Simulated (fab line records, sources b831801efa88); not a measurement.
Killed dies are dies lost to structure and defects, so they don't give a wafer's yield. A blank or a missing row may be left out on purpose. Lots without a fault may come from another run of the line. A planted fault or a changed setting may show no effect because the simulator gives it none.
Which tool did it? | flow gf180mcu | 6 lots, 16 wafers sampled, at 4 steps of a route of 602

WHAT THE GAUGES READ, wafer by wafer
GF_VT_IMPLANT_RS_MEAS_48: measures by four-point-probe.
lot  | measured     | on            | LVPWELL_RS (ohm/sq)
L741 | day 8 10:49  | film_metro-02 | 1196 1197 1197
L745 | day 9 08:17  | film_metro-02 | 1198 1193 1196
L748 | day 10 00:02 | film_metro-02 | 1191 1198 1194
L756 | day 12 10:14 | film_metro-03 | 1198 1154
L759 | day 13 02:46 | film_metro-04 | 1154 1196
L761 | day 13 16:45 | film_metro-02 | 1192 1195 1194

WHICH TOOL RAN EACH LOT (tool, then ch and the chambers of the sampled wafers, then the start)
lot  | GF_NWELL_STRIP_10                   | GF_LVPWELL_IMPLANT_09          | GF_VT_IMPLANT_STRIP_09
L741 | plasma_asher-02 ch 0,1, day 4 01:41 | implanter-04 ch 0, day 4 15:47 | plasma_asher-03 ch 0,1, day 6 10:38
L745 | plasma_asher-02 ch 0,1, day 4 19:32 | implanter-01 ch 0, day 5 09:25 | plasma_asher-04 ch 0,1, day 7 06:55
L748 | plasma_asher-04 ch 0,1, day 5 08:23 | implanter-01 ch 0, day 5 22:49 | plasma_asher-04 ch 0,1, day 7 21:52
L756 | plasma_asher-03 ch 0, day 7 06:43   | implanter-01 ch 0, day 7 22:40 | plasma_asher-04 ch 0, day 10 01:32
L759 | plasma_asher-04 ch 0,1, day 7 20:15 | implanter-01 ch 0, day 8 12:29 | plasma_asher-02 ch 0,1, day 10 16:23
L761 | plasma_asher-03 ch 0,1, day 8 07:50 | implanter-02 ch 0, day 9 00:09 | plasma_asher-03 ch 0,1, day 11 05:20
- GF_NWELL_STRIP_10: strips in O2/N2.
- GF_LVPWELL_IMPLANT_09
- GF_VT_IMPLANT_STRIP_09: strips in O2/N2.

THE ANSWER, worked out from the rows above alone
Rule: what is usual is taken from the lots themselves. Put in order of their means at a reading, lots are off if they are a third of the lots or fewer, leave a main group of 4 or more, and stand apart from it by a gap of 3 or more times the standard deviation of the main group's means; of several such gaps the widest counts. A main group whose means are all the same, to the digits that the tables above print for the reading, isn't used. A lot without any number at a reading at which 4 lots or more have one is off too. The other lots that the step has rows for count as sound.
Off: L756, L759, at GF_VT_IMPLANT_RS_MEAS_48 (LVPWELL_RS). The main group: mean 1195 ohm/sq, standard deviation 1.2.
A tool fits if, at a process step before that reading, it ran every lot that is off, and no sound lot after the first of them. The gauges at GF_VT_IMPLANT_RS_MEAS_48 are tried like those tools. One fits: implanter-01 at GF_LVPWELL_IMPLANT_09. Its last sound lot is L748 (day 5 22:49), its first lot that is off L756 (day 7 22:40): a fault that began between those two fits.

WHAT THE SIMULATOR HAD PUT IN
Process parameter drift: implanter-01, from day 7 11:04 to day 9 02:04, at GF_LVPWELL_IMPLANT_09. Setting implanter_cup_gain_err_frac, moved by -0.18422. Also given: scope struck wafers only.
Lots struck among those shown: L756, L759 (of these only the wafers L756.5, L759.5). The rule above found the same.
